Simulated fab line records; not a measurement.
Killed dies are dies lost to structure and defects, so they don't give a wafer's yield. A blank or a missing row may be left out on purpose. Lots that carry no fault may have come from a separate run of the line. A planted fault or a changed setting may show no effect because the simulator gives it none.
2 desks, one fault + flow sky130 + each desk holds nothing but its own numbers, with what lay behind them at the end

## THE TOOL OWNER'S DESK: implanter-04
SKY_LDD_LDN_IMPLANT_08, tool's own readings: per-lot mean of the sampled wafers with a number, covering each lot this tool ran. Any lot whose mean is over 4 standard deviations away from the usual mean is out of limits and marked OUT; that distance is given in the brackets.
Columns: A = beam_energy_keV at SKY_LDD_LDN_IMPLANT_08, usual 15.001
| lot  | first seen here | A                        |
|------|-----------------|--------------------------|
| L186 | day 23 00:50    | 15.001                   |
| L188 | day 24 03:22    | 14.999                   |
| L194 | day 26 08:44    | 15.712 (+99 or more) OUT |
| L195 | day 26 16:05    | 15.712 (+99 or more) OUT |
| L205 | day 29 18:48    | 14.995                   |
| L208 | day 30 18:56    | 14.996                   |
This desk's finding: out of limits on L194, L195; first on L194, day 26 08:44 (beam_energy_keV at SKY_LDD_LDN_IMPLANT_08). L186, L188, L205, L208: within limits.

## METROLOGY DESK
What the gauges read for every lot (on any tool): the sampled wafers with a number, averaged. Any lot whose mean is over 4 standard deviations away from the usual mean is out of limits and marked OUT; that distance is given in the brackets.
Columns: A = POLY_GATE_OXIDATION_THK at SKY_POLY_GATE_THK_MEAS_21, usual 4.02 nm; B = cd_nm at SKY_POLY_CUT_CD_MEAS_08, usual 270.1 nm
| lot  | first seen here | A    | B     |
|------|-----------------|------|-------|
| L185 | day 16 15:59    | 4.09 | 269.3 |
| L186 | day 16 16:20    | 4.02 | 269.6 |
| L187 | day 17 09:08    | 3.97 | 269.1 |
| L188 | day 17 17:47    | 4.02 | 269.8 |
| L191 | day 18 14:47    | 3.99 | 270.4 |
| L194 | day 19 23:46    | 3.99 | 270.3 |
| L195 | day 20 09:20    | 4.06 | 269.3 |
| L200 | day 22 01:19    | 3.90 | 270.1 |
| L203 | day 23 07:25    | 4.00 | 271.4 |
| L205 | day 23 17:21    | 4.01 | 272.2 |
| L206 | day 23 23:22    | 4.09 | 270.6 |
| L207 | day 24 08:50    | 3.92 | 269.7 |
| L208 | day 24 17:28    | 4.00 | 271.2 |
Finding of this desk: none of the 13 lots has anything out of limits.

## BROUGHT TOGETHER
An alarm could have come from the tool owner's desk at day 26 08:44, on L194, L195.
Metrology desk: nothing out of limits seen.
The metrology desk holds a record of L194, L195, inside its limits.
Of the lots named, all ran SKY_LDD_LDN_IMPLANT_08 on implanter-04.

## WHAT THE SIMULATOR HAD PUT IN
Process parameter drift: implanter-04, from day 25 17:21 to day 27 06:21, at SKY_LDD_LDN_IMPLANT_08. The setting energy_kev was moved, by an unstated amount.
Lots struck among those shown: L194, L195.
Hours from the fault's start to each desk's first reading out of limits: the tool owner's desk, 15.
